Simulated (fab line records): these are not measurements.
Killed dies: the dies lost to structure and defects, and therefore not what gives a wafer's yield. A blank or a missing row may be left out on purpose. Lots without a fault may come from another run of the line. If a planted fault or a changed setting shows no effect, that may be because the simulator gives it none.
fab line records + flow gf180mcu
[record]
- lots = 13
- wafers = 39
- last-day = 34
route steps=602 shown MIM@514 M5@530 V5@542
lots that met no fault: taken from a fault-free run of the same line
start-h: hours from the record's first day to the start of the lot's first wafer shown + wait-h: hours since the lot's step before + " repeats the value in the row above + L1.1+2: a row that stands for several wafers + - value missing, or start not given + * or withheld: withheld + < > ~ a bound
route shown NAME@n: a module of which the file shows steps, and the number in the route of the first + usual: average and standard deviation across the fault-free wafers + same: alike in all rows + chamber/n: place in a boat + sites: each site's reading + _std_site: the values' standard deviation + _edge_site: the outer-site mean with the inner-site mean subtracted + radius-mm: how far each site lies from the wafer's centre + mask NAME#n: copy n + behind: the most recent tool/chamber to have shaped the wafer + hold: why the lot was held/for how many hours/how that ended + device: whichever transistor did not switch (one of n, p or np) + end of line: the route-end tests of the same wafers + a step with no rows: only its recipe + killed: at the first sort, the dies lost to defects and structure; wafer yield is something else + map: the dies of a wafer, with x for killed, . for not killed, _ for no die there
set.NAME: the setting that was run; set.NAME@STEP: the one run at that earlier step + model.NAME: the simulator's own value behind a step, which no gauge read
the route's steps for a sample of lots (tables are steps, rows are wafers)
services: from which hour (start-h, from the record's first day; less than 0 if before it) a tool's chamber was out of use, for how many hours, and why
[[steps]]
[step GF_MIM_THK_MEAS_11]
[recipe]
- thk-meas-gauge = xrf
- reads = AlCu_of_MIM_SPUTTER_08
[usual]
- MIM_ALCU_THK = 198.1/2.9
| lot.wafer | tool          | chamber | start-h | wait-h | MIM_ALCU_THK[nm] |
|-----------|---------------|---------|---------|--------|------------------|
| L189.1    | film-metro-01 | -       | 576.77  | 0.1    | 198.3            |
| L189.3    | "             | -       | "       | "      | 199.0            |
| L189.5    | "             | -       | "       | "      | 193.0            |
| L192.1    | film-metro-01 | -       | 593.50  | 0.1    | 198.3            |
| L192.5    | "             | -       | "       | "      | 194.0            |
| L192.6    | "             | -       | "       | "      | 197.3            |
| L193.2    | film-metro-01 | -       | 595.47  | 0.1    | 203.3            |
| L193.5    | "             | -       | "       | "      | 202.2            |
| L193.6    | "             | -       | "       | "      | 197.4            |
| L195.3    | film-metro-01 | -       | 609.99  | 0.1    | 199.9            |
| L195.4    | "             | -       | "       | "      | 196.1            |
| L195.5    | "             | -       | "       | "      | 194.7            |
| L194.1    | film-metro-01 | -       | 610.71  | 0.1    | 197.9            |
| L194.3    | "             | -       | "       | "      | 193.8            |
| L194.4    | "             | -       | "       | "      | 199.0            |
| L197.1    | film-metro-04 | -       | 628.17  | 0.1    | 195.6            |
| L197.2    | "             | -       | "       | "      | 199.6            |
| L197.3    | "             | -       | "       | "      | 198.9            |
| L198.3    | film-metro-02 | -       | 632.04  | 0.1    | 202.4            |
| L198.4    | "             | -       | "       | "      | 201.4            |
| L198.6    | "             | -       | "       | "      | 201.3            |
| L200.2    | film-metro-01 | -       | 647.74  | 0.1    | 193.0            |
| L200.3    | "             | -       | "       | "      | 197.3            |
| L200.4    | "             | -       | "       | "      | 195.8            |
| L203.2    | film-metro-04 | -       | 672.95  | 0.1    | 199.3            |
| L203.3    | "             | -       | "       | "      | 199.0            |
| L203.5    | "             | -       | "       | "      | 199.4            |
| L204.4    | film-metro-02 | -       | 680.77  | 0.1    | 204.7            |
| L204.5    | "             | -       | "       | "      | 198.7            |
| L204.6    | "             | -       | "       | "      | 196.2            |
| L209.2    | film-metro-01 | -       | 715.03  | 0.1    | 195.6            |
| L209.3    | "             | -       | "       | "      | 193.0            |
| L209.5    | "             | -       | "       | "      | 196.1            |
| L210.1    | film-metro-04 | -       | 718.24  | 0.1    | 199.2            |
| L210.3    | "             | -       | "       | "      | 197.4            |
| L210.6    | "             | -       | "       | "      | 196.6            |
| L211.2    | film-metro-04 | -       | 726.52  | 0.1    | 201.9            |
| L211.3    | "             | -       | "       | "      | 202.9            |
| L211.5    | "             | -       | "       | "      | 202.7            |
[step GF_M5_EXPOSE_04]
[recipe]
- mask-id = Metal5
- target-cd-nm = 280
- na = 0.68
- source-shape = conventional
- sigma-outer = 0.6
- dose-mj = 28
[usual]
- exposure-dose-mJ-cm2 = 28.02/0.14
| lot.wafer | tool           | chamber | start-h | wait-h | mask     | exposure-dose-mJ-cm2 |
|-----------|----------------|---------|---------|--------|----------|----------------------|
| L189.1    | krf-scanner-02 | 0       | 608.62  | -      | Metal5#0 | 27.89                |
| L189.3    | "              | 0       | "       | "      | Metal5#0 | 27.97                |
| L189.5    | "              | 0       | "       | "      | Metal5#0 | 27.89                |
| L192.1    | krf-scanner-02 | 0       | 624.47  | -      | Metal5#0 | 27.92                |
| L192.5    | "              | 0       | "       | "      | Metal5#0 | 27.97                |
| L192.6    | "              | 0       | "       | "      | Metal5#0 | 27.95                |
| L193.2    | krf-scanner-02 | 0       | 625.87  | -      | Metal5#0 | 27.97                |
| L193.5    | "              | 0       | "       | "      | Metal5#0 | 27.94                |
| L193.6    | "              | 0       | "       | "      | Metal5#0 | 27.93                |
| L195.3    | krf-scanner-01 | 0       | 640.76  | -      | Metal5#0 | 27.98                |
| L195.4    | "              | 0       | "       | "      | Metal5#0 | 28.03                |
| L195.5    | "              | 0       | "       | "      | Metal5#0 | 27.97                |
| L194.1    | krf-scanner-01 | 0       | 641.57  | -      | Metal5#0 | 27.95                |
| L194.3    | "              | 0       | "       | "      | Metal5#0 | 27.92                |
| L194.4    | "              | 0       | "       | "      | Metal5#0 | 27.96                |
| L197.1    | krf-scanner-02 | 0       | 658.24  | -      | Metal5#0 | 27.95                |
| L197.2    | "              | 0       | "       | "      | Metal5#0 | 27.92                |
| L197.3    | "              | 0       | "       | "      | Metal5#0 | 27.94                |
| L198.3    | krf-scanner-02 | 0       | 661.94  | -      | Metal5#0 | 27.93                |
| L198.4    | "              | 0       | "       | "      | Metal5#0 | 27.96                |
| L198.6    | "              | 0       | "       | "      | Metal5#0 | 27.95                |
| L200.2    | krf-scanner-01 | 0       | 677.46  | -      | Metal5#0 | 28.24                |
| L200.3    | "              | 0       | "       | "      | Metal5#0 | 28.22                |
| L200.4    | "              | 0       | "       | "      | Metal5#0 | 28.22                |
| L203.2    | krf-scanner-01 | 0       | 702.34  | -      | Metal5#0 | 28.24                |
| L203.3    | "              | 0       | "       | "      | Metal5#0 | 28.27                |
| L203.5    | "              | 0       | "       | "      | Metal5#0 | 28.26                |
| L204.4    | krf-scanner-02 | 0       | 711.21  | -      | Metal5#0 | 27.95                |
| L204.5    | "              | 0       | "       | "      | Metal5#0 | 27.95                |
| L204.6    | "              | 0       | "       | "      | Metal5#0 | 27.94                |
| L209.2    | krf-scanner-02 | 0       | 741.04  | -      | Metal5#0 | 18.60                |
| L209.3    | "              | 0       | "       | "      | Metal5#0 | 18.65                |
| L209.5    | "              | 0       | "       | "      | Metal5#0 | 18.64                |
| L210.1    | krf-scanner-02 | 0       | 744.47  | -      | Metal5#0 | 18.64                |
| L210.3    | "              | 0       | "       | "      | Metal5#0 | 18.68                |
| L210.6    | "              | 0       | "       | "      | Metal5#0 | 18.66                |
| L211.2    | krf-scanner-01 | 0       | 752.01  | -      | Metal5#0 | 28.23                |
| L211.3    | "              | 0       | "       | "      | Metal5#0 | 28.25                |
| L211.5    | "              | 0       | "       | "      | Metal5#0 | 28.27                |
[step GF_M5_CD_MEAS_07]
[recipe]
- target-cd-nm = 280
[usual]
- cd-nm = 279.6/1
| lot.wafer | tool      | chamber | start-h | wait-h | hold                     | cd-nm |
|-----------|-----------|---------|---------|--------|--------------------------|-------|
| L189.1    | cd-sem-02 | -       | 617.80  | 0.1    | -                        | 279.2 |
| L189.3    | "         | -       | "       | "      | -                        | 278.9 |
| L189.5    | "         | -       | "       | "      | -                        | 279.0 |
| L192.1    | cd-sem-02 | -       | 634.49  | 0.1    | -                        | 278.7 |
| L192.5    | "         | -       | "       | "      | -                        | 277.2 |
| L192.6    | "         | -       | "       | "      | -                        | 278.7 |
| L193.2    | cd-sem-02 | -       | 635.46  | 0.1    | -                        | 279.2 |
| L193.5    | "         | -       | "       | "      | -                        | 279.0 |
| L193.6    | "         | -       | "       | "      | -                        | 278.4 |
| L195.3    | cd-sem-01 | -       | 650.76  | 0.1    | -                        | 278.3 |
| L195.4    | "         | -       | "       | "      | -                        | 280.4 |
| L195.5    | "         | -       | "       | "      | -                        | 279.1 |
| L194.1    | cd-sem-02 | -       | 651.45  | 0.1    | -                        | 279.1 |
| L194.3    | "         | -       | "       | "      | -                        | 280.8 |
| L194.4    | "         | -       | "       | "      | -                        | 280.0 |
| L197.1    | cd-sem-02 | -       | 668.04  | 0.1    | -                        | 280.0 |
| L197.2    | "         | -       | "       | "      | -                        | 279.9 |
| L197.3    | "         | -       | "       | "      | -                        | 280.9 |
| L198.3    | cd-sem-01 | -       | 671.78  | 0.1    | -                        | 279.1 |
| L198.4    | "         | -       | "       | "      | -                        | 280.2 |
| L198.6    | "         | -       | "       | "      | -                        | 281.3 |
| L200.2    | cd-sem-02 | -       | 686.72  | 0.1    | -                        | 279.6 |
| L200.3    | "         | -       | "       | "      | -                        | 278.8 |
| L200.4    | "         | -       | "       | "      | -                        | 279.1 |
| L203.2    | cd-sem-02 | -       | 711.27  | 0.1    | -                        | 281.1 |
| L203.3    | "         | -       | "       | "      | -                        | 279.5 |
| L203.5    | "         | -       | "       | "      | -                        | 280.7 |
| L204.4    | cd-sem-02 | -       | 719.91  | 0.1    | -                        | 277.8 |
| L204.5    | "         | -       | "       | "      | -                        | 279.4 |
| L204.6    | "         | -       | "       | "      | -                        | 278.8 |
| L209.2    | cd-sem-01 | -       | 749.68  | 0.2    | await-dispo/0.2h/release | 341.8 |
| L209.3    | "         | -       | "       | "      | await-dispo/0.2h/release | 341.2 |
| L209.5    | "         | -       | "       | "      | await-dispo/0.2h/release | 342.0 |
| L209.2    | cd-sem-01 | -       | 750.06  | 0.4    | -                        | 341.8 |
| L209.3    | "         | -       | "       | "      | -                        | 341.3 |
| L209.5    | "         | -       | "       | "      | -                        | 341.9 |
| L210.1    | cd-sem-01 | -       | 753.09  | 0.2    | await-dispo/0.2h/release | 341.6 |
| L210.3    | "         | -       | "       | "      | await-dispo/0.2h/release | 339.1 |
| L210.6    | "         | -       | "       | "      | await-dispo/0.2h/release | 340.1 |
| L210.1    | cd-sem-01 | -       | 753.47  | 0.4    | -                        | 341.3 |
| L210.3    | "         | -       | "       | "      | -                        | 339.0 |
| L210.6    | "         | -       | "       | "      | -                        | 340.8 |
| L211.2    | cd-sem-01 | -       | 759.87  | 0.2    | -                        | 279.7 |
| L211.3    | "         | -       | "       | "      | -                        | 279.5 |
| L211.5    | "         | -       | "       | "      | -                        | 279.2 |
[step GF_M5_STRIP_11]
[recipe]
- chemistry = O2/N2
- power-w = 1400
- pressure-mtorr = 1500
- platen-temp-c = 250
- o2-flow-sccm = 3000
- n2-flow-sccm = 300
- overash-fraction = 0.5
[usual]
- chamber-pressure-mTorr = 1500.2/1.4
- drypump-motor-current-A = 5.8/0.34
- heater-power-w = 327/38
- oes-product-au = 0.522/0.0058
- strip-time-to-endpoint-s = 7.03/0.083
[same]
- overash-fraction = 0.5
| lot.wafer | tool            | chamber | start-h | wait-h | chamber-pressure-mTorr | drypump-motor-current-A | heater-power-w | oes-product-au | rf-hours-counter-h | strip-time-to-endpoint-s |
|-----------|-----------------|---------|---------|--------|------------------------|-------------------------|----------------|----------------|--------------------|--------------------------|
| L189.1    | plasma-asher-01 | 1       | 618.11  | 0.1    | 1501.4                 | 5.6                     | 329            | 0.523          | 53                 | 7.04                     |
| L189.3    | "               | 0       | "       | "      | 1500.6                 | 6.4                     | 371            | 0.525          | -                  | 7.02                     |
| L189.5    | "               | 0       | "       | "      | 1498.9                 | 6.4                     | 380            | 0.529          | -                  | 7.06                     |
| L192.1    | plasma-asher-03 | 0       | 634.93  | 0.2    | 1498.8                 | 5.5                     | 320            | 0.508          | 99                 | 6.85                     |
| L192.5    | "               | 1       | "       | "      | 1502.3                 | 5.6                     | 285            | 0.512          | -                  | 6.85                     |
| L192.6    | "               | 0       | "       | "      | 1500.7                 | 5.6                     | 325            | 0.512          | -                  | 6.87                     |
| L193.2    | plasma-asher-04 | 1       | 635.88  | 0.2    | 1501.4                 | 5.5                     | 289            | 0.514          | 87                 | 6.95                     |
| L193.5    | "               | 1       | "       | "      | 1499.7                 | 5.5                     | 295            | 0.525          | -                  | 6.97                     |
| L193.6    | "               | 0       | "       | "      | 1500.1                 | 6.3                     | 398            | 0.511          | -                  | 6.90                     |
| L195.3    | plasma-asher-01 | 1       | 651.06  | 0.1    | 1501.3                 | 5.6                     | 325            | 0.529          | -                  | 7.10                     |
| L195.4    | "               | 0       | "       | "      | 1500.0                 | 6.4                     | 372            | 0.528          | -                  | 7.06                     |
| L195.5    | "               | 1       | "       | "      | 1498.6                 | 5.6                     | 324            | 0.524          | -                  | 7.13                     |
| L194.1    | plasma-asher-03 | 0       | 651.89  | 0.2    | 1501.6                 | 5.6                     | 322            | 0.512          | 101                | 6.90                     |
| L194.3    | "               | 0       | "       | "      | 1500.8                 | 5.5                     | 321            | 0.515          | -                  | 6.84                     |
| L194.4    | "               | 1       | "       | "      | 1498.1                 | 5.7                     | 292            | 0.514          | -                  | 6.86                     |
| L197.1    | plasma-asher-04 | 0       | 668.35  | 0.1    | 1501.0                 | 6.2                     | 402            | 0.517          | 90                 | 7.01                     |
| L197.2    | "               | 1       | "       | "      | 1499.7                 | 5.4                     | 298            | 0.523          | 90                 | 6.98                     |
| L197.3    | "               | 1       | "       | "      | 1498.2                 | 5.5                     | 286            | 0.528          | -                  | 6.97                     |
| L198.3    | plasma-asher-01 | 0       | 672.08  | 0.1    | 1500.1                 | 6.4                     | 376            | 0.520          | -                  | 6.96                     |
| L198.4    | "               | 1       | "       | "      | 1502.6                 | 5.6                     | 331            | 0.520          | -                  | 7.02                     |
| L198.6    | "               | 1       | "       | "      | 1497.8                 | 5.6                     | 316            | 0.523          | -                  | 7.04                     |
| L200.2    | plasma-asher-04 | 1       | 687.01  | 0.1    | 1501.3                 | 5.5                     | 291            | 0.523          | 92                 | 7.07                     |
| L200.3    | "               | 0       | "       | "      | 1500.6                 | 6.2                     | 389            | 0.521          | -                  | 7.01                     |
| L200.4    | "               | 1       | "       | "      | 1501.3                 | 5.5                     | 292            | 0.528          | -                  | 6.99                     |
| L203.2    | plasma-asher-03 | 0       | 711.56  | 0.1    | 1500.2                 | 5.5                     | 320            | 0.524          | 108                | 7.04                     |
| L203.3    | "               | 0       | "       | "      | 1498.5                 | 5.5                     | 320            | 0.528          | -                  | 7.02                     |
| L203.5    | "               | 1       | "       | "      | 1500.8                 | 5.7                     | 285            | 0.526          | -                  | 7.02                     |
| L204.4    | plasma-asher-04 | 0       | 720.19  | 0.1    | 1501.8                 | 6.2                     | 403            | 0.520          | -                  | 7.10                     |
| L204.5    | "               | 1       | "       | "      | 1497.7                 | 5.5                     | 289            | 0.529          | -                  | 7.10                     |
| L204.6    | "               | 0       | "       | "      | 1501.0                 | 6.3                     | 401            | 0.526          | -                  | 7.07                     |
| L211.2    | plasma-asher-04 | 0       | 760.16  | 0.1    | 1501.6                 | 6.2                     | 393            | 0.524          | 99                 | 7.03                     |
| L211.3    | "               | 1       | "       | "      | 1500.1                 | 5.5                     | 289            | 0.523          | -                  | 6.93                     |
| L211.5    | "               | 1       | "       | "      | 1500.5                 | 5.5                     | 296            | 0.523          | -                  | 6.99                     |
[step GF_V5_CVD_02]
[recipe]
- material = SiO2
- target-thk-nm = 1450
- precursor = TEOS
- temp-c = 400
- time-s = 163.28
- rf-w = 600
[usual]
- heater-power-w = 630/110
| lot.wafer | tool     | chamber | start-h | wait-h | heater-power-w |
|-----------|----------|---------|---------|--------|----------------|
| L189.1    | pecvd-03 | 0       | 618.75  | 0.1    | 837            |
| L189.3    | "        | 1       | "       | "      | 462            |
| L189.5    | "        | 0       | "       | "      | 683            |
| L192.1    | pecvd-03 | 1       | 635.65  | 0.1    | 560            |
| L192.5    | "        | 2       | "       | "      | 674            |
| L192.6    | "        | 1       | "       | "      | 473            |
| L193.2    | pecvd-03 | 0       | 636.52  | 0.0    | 716            |
| L193.5    | "        | 2       | "       | "      | 548            |
| L193.6    | "        | 0       | "       | "      | 818            |
| L195.3    | pecvd-04 | 0       | 651.67  | 0.0    | 551            |
| L195.4    | "        | 0       | "       | "      | 443            |
| L195.5    | "        | 1       | "       | "      | 739            |
| L194.1    | pecvd-03 | 1       | 652.53  | 0.1    | 552            |
| L194.3    | "        | 0       | "       | "      | 763            |
| L194.4    | "        | 1       | "       | "      | 465            |
| L197.1    | pecvd-03 | 1       | 668.99  | 0.1    | 577            |
| L197.2    | "        | 2       | "       | "      | 628            |
| L197.3    | "        | 0       | "       | "      | 713            |
| L198.3    | pecvd-02 | 1       | 672.80  | 0.0    | 647            |
| L198.4    | "        | 1       | "       | "      | 728            |
| L198.6    | "        | 0       | "       | "      | 632            |
| L200.2    | pecvd-03 | 0       | 687.67  | 0.0    | 836            |
| L200.3    | "        | 1       | "       | "      | 582            |
| L200.4    | "        | 2       | "       | "      | 555            |
| L203.2    | pecvd-02 | 1       | 712.23  | 0.0    | 715            |
| L203.3    | "        | 1       | "       | "      | 586            |
| L203.5    | "        | 1       | "       | "      | 666            |
| L204.4    | pecvd-03 | 2       | 720.91  | 0.1    | 663            |
| L204.5    | "        | 0       | "       | "      | 833            |
| L204.6    | "        | 1       | "       | "      | 460            |
| L211.2    | pecvd-03 | 2       | 760.81  | 0.0    | 686            |
| L211.3    | "        | 0       | "       | "      | 849            |
| L211.5    | "        | 1       | "       | "      | 458            |
[[services]]
| tool            | chamber | start-h | hours | kind        |
|-----------------|---------|---------|-------|-------------|
| krf-scanner-02  | -       | 597.52  | 0.8   | pm          |
| krf-scanner-02  | 0       | 598.52  | -     | calibration |
| krf-scanner-02  | -       | 612.09  | 0.6   | repair      |
| pecvd-04        | -       | 612.71  | 1.9   | repair      |
| krf-scanner-01  | -       | 618.26  | 0.8   | pm          |
| plasma-asher-03 | -       | 624.66  | 2.8   | pm          |
| krf-scanner-02  | -       | 629.73  | 1.3   | pm          |
| pecvd-04        | -       | 632.69  | 6.0   | pm          |
| pecvd-02        | -       | 640.91  | 6.0   | pm          |
| krf-scanner-01  | -       | 651.78  | 1.3   | pm          |
| pecvd-04        | -       | 667.89  | 14.6  | pm          |
| krf-scanner-01  | -       | 670.33  | -     | calibration |
| krf-scanner-01  | -       | 670.73  | 1.0   | pm          |
| plasma-asher-04 | -       | 703.34  | 1.6   | repair      |
| pecvd-02        | 2       | 707.39  | 9.6   | repair      |
| krf-scanner-02  | -       | 708.53  | 2.6   | repair      |
| plasma-asher-04 | -       | 708.68  | 5.8   | repair      |
| krf-scanner-01  | -       | 729.28  | 4.4   | pm          |
| krf-scanner-02  | -       | 733.66  | 1.0   | pm          |
| plasma-asher-03 | -       | 733.75  | 9.0   | pm          |
| plasma-asher-04 | -       | 734.36  | 1.5   | repair      |
| krf-scanner-01  | 0       | 746.24  | -     | calibration |
| krf-scanner-02  | -       | 749.11  | 0.3   | repair      |
| krf-scanner-02  | -       | 758.88  | 1.3   | repair      |
[[key]]
[first-sign]
- step = GF_M5_EXPOSE_04
- reading = exposure-dose-mJ-cm2
- direction = down
- sigmas = 67
- usual = 28.02
- struck = 18.64
[effect]
- step = GF_M5_CD_MEAS_07
- reading = visit
- direction = added
[effect]
- step = GF_M5_CD_MEAS_07
- reading = cd-nm
- direction = up
- sigmas = 61
- usual = 279.6
- struck = 341.0
met-at GF_M5_EXPOSE_04
struck-lots L209,L210
scrapped-behind GF_M5_CD_MEAS_07 L209.2,L209.3,L209.5,L210.1,L210.3,L210.6
not-acting-at GF_MIM_THK_MEAS_11,GF_M5_STRIP_11,GF_V5_CVD_02
onset-between 711.21 741.04
[fault]
- kind = process-parameter-drift
- tool = krf-scanner-02
- chamber = -
- onset-h = 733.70
- steps = GF_M5_EXPOSE_04
- channel = dose-mj
- offset = -9.2711
- shape = step
- acts-in = these-recipes-only
- stated = 28
